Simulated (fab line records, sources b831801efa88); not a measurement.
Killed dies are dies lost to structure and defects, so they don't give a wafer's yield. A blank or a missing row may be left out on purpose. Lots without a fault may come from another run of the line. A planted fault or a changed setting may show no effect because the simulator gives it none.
One fault seen from 2 desks | flow sky130 | each desk has only its own numbers; what lay behind them comes last

THE METROLOGY DESK
What the gauges read, lot by lot, whatever tool the lot ran on: means of the sampled wafers that have a number. A lot is out of limits, marked OUT, if its mean lies more than 4 standard deviations from the usual mean; the brackets give that distance.
Columns: A = cd_nm at SKY_LOCAL_INTERCONNECT_CD_MEAS_11, usual 170.5 nm; B = cd_nm at SKY_CONTACT_CD_MEAS_14, usual 169.4 nm
lot  | first seen here | A     | B
L463 | day 31 04:44    | 168.6 | 169.7
L465 | day 32 02:52    | 169.9 | 171.4
L464 | day 32 06:25    | 169.4 | 169.6
L468 | day 33 00:01    | 171.3 | 169.5
L470 | day 33 08:46    | 169.5 | 170.4
L469 | day 33 10:45    | 171.9 | 146.1 (-17) OUT
L474 | day 34 20:32    | 171.8 | 153.1 (-12) OUT
L476 | day 35 10:49    | 169.8 | 167.4
L479 | day 36 08:31    | 171.5 | 169.1
L483 | day 37 13:16    | 171.8 | 170.1
L484 | day 37 18:53    | 172.8 | 169.4
L485 | day 37 21:47    | 171.1 | 169.4
This desk's finding: out of limits on L469, L474; first on L469, day 34 15:14 (cd_nm at SKY_CONTACT_CD_MEAS_14). In limits: L463, L465, L464, L468, L470, L476, L479, L483, L484, L485.

THE TOOL OWNER'S DESK: krf_scanner-02
The tool's own readings at SKY_CONTACT_EXPOSE_11 (exposes mask CTM1, target cd 170 nm): means of the sampled wafers that have a number, for each lot that ran on this tool. A lot is out of limits, marked OUT, if its mean lies more than 4 standard deviations from the usual mean; the brackets give that distance.
Columns: A = exposure_dose_mJ_cm2 at SKY_CONTACT_EXPOSE_11, usual 37.98
lot  | first seen here | A
L464 | day 32 22:08    | 37.99
L468 | day 33 17:45    | 38.00
L470 | day 34 00:31    | 38.05
L469 | day 34 02:17    | 33.66 (-73) OUT
L474 | day 35 11:56    | 34.61 (-57) OUT
This desk's finding: out of limits on L469, L474; first on L469, day 34 02:17 (exposure_dose_mJ_cm2 at SKY_CONTACT_EXPOSE_11). In limits: L464, L468, L470.

PUT TOGETHER
The tool owner's desk could have raised an alarm at day 34 02:17, on L469, L474.
The metrology desk could have raised an alarm at day 34 15:14, on L469, L474.
Of the lots named, all ran SKY_CONTACT_EXPOSE_11 on krf_scanner-02.

WHAT THE SIMULATOR HAD PUT IN
Process parameter drift: krf_scanner-02, from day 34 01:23 on, at SKY_CONTACT_EXPOSE_11. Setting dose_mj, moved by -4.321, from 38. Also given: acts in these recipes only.
Lots struck among those shown: L469, L474.
Hours from the fault's start to each desk's first reading out of limits: the tool owner's desk, 1; the metrology desk, 14.
